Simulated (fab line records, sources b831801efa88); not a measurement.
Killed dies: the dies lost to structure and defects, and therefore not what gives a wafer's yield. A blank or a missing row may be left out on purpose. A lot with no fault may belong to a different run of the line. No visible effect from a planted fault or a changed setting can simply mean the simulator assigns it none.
Which of the tools did it? / flow sky130 / 13 lots, 39 wafers sampled, at 4 steps of a route of 708

WHAT EACH GAUGE READ, for each wafer
SKY_SONOS_TUNNEL_OVL_MEAS_08.
lot=L871; measured=day 11 08:38; on=overlay-02; SONOS_TUNNEL_OVL (nm)=-0.7 0.3 -0.7
lot=L874; measured=day 12 03:06; on=overlay-01; SONOS_TUNNEL_OVL (nm)=0.0 1.0 1.7
lot=L875; measured=day 12 14:23; on=overlay-01; SONOS_TUNNEL_OVL (nm)=-0.5 -1.1 -3.0
lot=L876; measured=day 13 01:49; on=overlay-02; SONOS_TUNNEL_OVL (nm)=0.9 0.9 0.7
lot=L877; measured=day 13 07:39; on=overlay-01; SONOS_TUNNEL_OVL (nm)=-2.0 -1.4 -0.2
lot=L879; measured=day 14 02:01; on=overlay-01; SONOS_TUNNEL_OVL (nm)=1.0 1.3 0.1
lot=L880; measured=day 14 10:05; on=overlay-02; SONOS_TUNNEL_OVL (nm)=-0.8 0.2 0.5
lot=L881; measured=day 14 18:09; on=overlay-02; SONOS_TUNNEL_OVL (nm)=0.7 -0.1 -0.5
lot=L882; measured=day 14 21:02; on=overlay-02; SONOS_TUNNEL_OVL (nm)=-0.3 -1.2 -0.7
lot=L883; measured=day 15 08:21; on=overlay-02; SONOS_TUNNEL_OVL (nm)=-0.7 -0.3 0.0
lot=L884; measured=day 15 20:15; on=overlay-01; SONOS_TUNNEL_OVL (nm)=-2.1 -0.9 -1.0
lot=L886; measured=day 16 08:56; on=overlay-02; SONOS_TUNNEL_OVL (nm)=-0.2 1.1 1.9
lot=L891; measured=day 18 02:50; on=overlay-01; SONOS_TUNNEL_OVL (nm)=2.4 4.1 3.0

SKY_POLY_GATE_THK_MEAS_04.
lot=L871; measured=day 15 05:44; on=film metro-03; POLY_GATE_CVD_03_THK (nm)=75.2 75.0 74.6
lot=L874; measured=day 16 00:53; on=film metro-04; POLY_GATE_CVD_03_THK (nm)=76.6 76.5 76.3
lot=L875; measured=day 16 09:54; on=film metro-03; POLY_GATE_CVD_03_THK (nm)=76.2 76.1 75.3
lot=L876; measured=day 17 02:56; on=film metro-04; POLY_GATE_CVD_03_THK (nm)=74.9 74.5 75.1
lot=L877; measured=day 17 08:23; on=film metro-02; POLY_GATE_CVD_03_THK (nm)=77.3 76.7 76.7
lot=L879; measured=day 18 02:13; on=film metro-04; POLY_GATE_CVD_03_THK (nm)=74.8 74.3 74.5
lot=L880; measured=day 18 14:32; on=film metro-04; POLY_GATE_CVD_03_THK (nm)=74.2 74.0 74.9
lot=L881; measured=day 19 02:51; on=film metro-03; POLY_GATE_CVD_03_THK (nm)=75.7 75.2 75.5
lot=L882; measured=day 19 02:50; on=film metro-02; POLY_GATE_CVD_03_THK (nm)=74.1 73.5 73.4
lot=L883; measured=day 24 12:40; on=film metro-04; POLY_GATE_CVD_03_THK (nm)=73.1 74.0 73.8
lot=L884; measured=day 20 06:14; on=film metro-04; POLY_GATE_CVD_03_THK (nm)=73.8 74.5 73.5
lot=L886; measured=day 25 17:02; on=film metro-03; POLY_GATE_CVD_03_THK (nm)=74.5 74.5 74.3
lot=L891; measured=day 22 10:52; on=film metro-04; POLY_GATE_CVD_03_THK (nm)=74.3 74.6 74.1

WHICH TOOL RAN EACH LOT (tool, then ch and the chambers of the sampled wafers, then the start)
lot=L871; SKY_SONOS_ONO_ETCH_15=rie diel-01 ch 0,1,2, day 12 15:47; SKY_GATE_OXIDE_OXIDATION_16=furnace-02 ch 0, day 13 22:40
lot=L874; SKY_SONOS_ONO_ETCH_15=rie diel-04 ch 0,1,2, day 13 11:41; SKY_GATE_OXIDE_OXIDATION_16=furnace-02 ch 0, day 14 16:49
lot=L875; SKY_SONOS_ONO_ETCH_15=rie diel-01 ch 0,3, day 13 19:51; SKY_GATE_OXIDE_OXIDATION_16=furnace-01 ch 0, day 15 02:02
lot=L876; SKY_SONOS_ONO_ETCH_15=rie diel-02 ch 0,3, day 14 10:47; SKY_GATE_OXIDE_OXIDATION_16=furnace-01 ch 0, day 15 17:29
lot=L877; SKY_SONOS_ONO_ETCH_15=rie diel-04 ch 0,1,3, day 14 17:13; SKY_GATE_OXIDE_OXIDATION_16=furnace-02 ch 0, day 15 23:42
lot=L879; SKY_SONOS_ONO_ETCH_15=rie diel-01 ch 0,1, day 15 09:04; SKY_GATE_OXIDE_OXIDATION_16=furnace-02 ch 0, day 16 15:54
lot=L880; SKY_SONOS_ONO_ETCH_15=rie diel-04 ch 0,1,3, day 15 19:34; SKY_GATE_OXIDE_OXIDATION_16=furnace-02 ch 0, day 17 04:17
lot=L881; SKY_SONOS_ONO_ETCH_15=rie diel-01 ch 0,3, day 16 05:45; SKY_GATE_OXIDE_OXIDATION_16=furnace-01 ch 0, day 17 15:44
lot=L882; SKY_SONOS_ONO_ETCH_15=rie diel-01 ch 0,1,3, day 16 07:25; SKY_GATE_OXIDE_OXIDATION_16=furnace-01 ch 0, day 17 15:44
lot=L883; SKY_SONOS_ONO_ETCH_15=rie diel-02 ch 0,2,3, day 16 16:52; SKY_GATE_OXIDE_OXIDATION_16=furnace-01 ch 0, day 23 01:40
lot=L884; SKY_SONOS_ONO_ETCH_15=rie diel-04 ch 0,1, day 17 09:44; SKY_GATE_OXIDE_OXIDATION_16=furnace-01 ch 0, day 18 18:55
lot=L886; SKY_SONOS_ONO_ETCH_15=rie diel-02 ch 0,1,2, day 17 20:18; SKY_GATE_OXIDE_OXIDATION_16=furnace-01 ch 0, day 24 05:50
lot=L891; SKY_SONOS_ONO_ETCH_15=rie diel-02 ch 1,2, day 19 15:33; SKY_GATE_OXIDE_OXIDATION_16=furnace-01 ch 0, day 20 23:53
- SKY_SONOS_ONO_ETCH_15: etches the open film in CHF3/O2, target depth 19.52 nm, time 7.8 s.
- SKY_GATE_OXIDE_OXIDATION_16: stabilise 600 s, purge 300 s, target thk 3.57 nm.

AS READ BY THE TOOLS THEMSELVES (means over the sampled wafers that have a number; for cases with no such wafer, the mark the record gives instead)
SKY_SONOS_ONO_ETCH_15.
lot=L871; tool=rie diel-01; drypump motor current A (A)=5.5; oes product au (a.u.)=0.995; rf fwd power W (W)=588.7; throttle valve pct (%)=8.821
lot=L874; tool=rie diel-04; drypump motor current A (A)=5.4; oes product au (a.u.)=1.008; rf fwd power W (W)=588.2; throttle valve pct (%)=8.827
lot=L875; tool=rie diel-01; drypump motor current A (A)=5.6; oes product au (a.u.)=1.002; rf fwd power W (W)=588.6; throttle valve pct (%)=8.824
lot=L876; tool=rie diel-02; drypump motor current A (A)=5.6; oes product au (a.u.)=1.003; rf fwd power W (W)=587.4; throttle valve pct (%)=8.823
lot=L877; tool=rie diel-04; drypump motor current A (A)=5.5; oes product au (a.u.)=1.009; rf fwd power W (W)=589.8; throttle valve pct (%)=8.831
lot=L879; tool=rie diel-01; drypump motor current A (A)=5.6; oes product au (a.u.)=0.986; rf fwd power W (W)=588.9; throttle valve pct (%)=8.823
lot=L880; tool=rie diel-04; drypump motor current A (A)=5.5; oes product au (a.u.)=1.009; rf fwd power W (W)=588.9; throttle valve pct (%)=8.825
lot=L881; tool=rie diel-01; drypump motor current A (A)=5.8; oes product au (a.u.)=1.000; rf fwd power W (W)=588.1; throttle valve pct (%)=8.827
lot=L882; tool=rie diel-01; drypump motor current A (A)=5.5; oes product au (a.u.)=0.989; rf fwd power W (W)=587.7; throttle valve pct (%)=8.814
lot=L883; tool=rie diel-02; drypump motor current A (A)=5.8; oes product au (a.u.)=1.002; rf fwd power W (W)=589.3; throttle valve pct (%)=8.837
lot=L884; tool=rie diel-04; drypump motor current A (A)=5.8; oes product au (a.u.)=1.005; rf fwd power W (W)=586.8; throttle valve pct (%)=8.834
lot=L886; tool=rie diel-02; drypump motor current A (A)=6.0; oes product au (a.u.)=1.015; rf fwd power W (W)=588.4; throttle valve pct (%)=8.826
lot=L891; tool=rie diel-02; drypump motor current A (A)=6.4; oes product au (a.u.)=1.014; rf fwd power W (W)=587.0; throttle valve pct (%)=8.831

SKY_GATE_OXIDE_OXIDATION_16.
lot=L871; tool=furnace-02; spike tc centre C (C)=801.9
lot=L874; tool=furnace-02; spike tc centre C (C)=801.4
lot=L875; tool=furnace-01; spike tc centre C (C)=800.8
lot=L876; tool=furnace-01; spike tc centre C (C)=801.1
lot=L877; tool=furnace-02; spike tc centre C (C)=800.9
lot=L879; tool=furnace-02; spike tc centre C (C)=802.0
lot=L880; tool=furnace-02; spike tc centre C (C)=801.9
lot=L881; tool=furnace-01; spike tc centre C (C)=801.1
lot=L882; tool=furnace-01; spike tc centre C (C)=801.0
lot=L883; tool=furnace-01; spike tc centre C (C)=801.4
lot=L884; tool=furnace-01; spike tc centre C (C)=800.7
lot=L886; tool=furnace-01; spike tc centre C (C)=801.7
lot=L891; tool=furnace-01; spike tc centre C (C)=801.6

THE ANSWER, worked out from the rows above alone
Rule: the lots themselves supply what counts as usual. Put in order of their means at a reading, lots are off if they are a third of the lots or fewer, leave a main group of 4 or more, and stand apart from it by a gap of 3 or more times the standard deviation of the main group's means; of several such gaps the widest counts. Not used: any main group whose means are identical at the precision the tables above print for the reading. Also off: a lot with no number at a reading for which 4 or more lots have one. Where the step has rows for the other lots, those lots are counted as sound. Order of review: gauges by route order, followed by the tools' own readings, for which a lot's mean as printed above is used. The first step at which some lot is off is used, and at that step the reading that is off furthest; a lot without a number counts as furthest.
Across all readings shown, no lot is off: no conclusion can be drawn from this.

WHAT HAD BEEN PUT IN BY THE SIMULATOR
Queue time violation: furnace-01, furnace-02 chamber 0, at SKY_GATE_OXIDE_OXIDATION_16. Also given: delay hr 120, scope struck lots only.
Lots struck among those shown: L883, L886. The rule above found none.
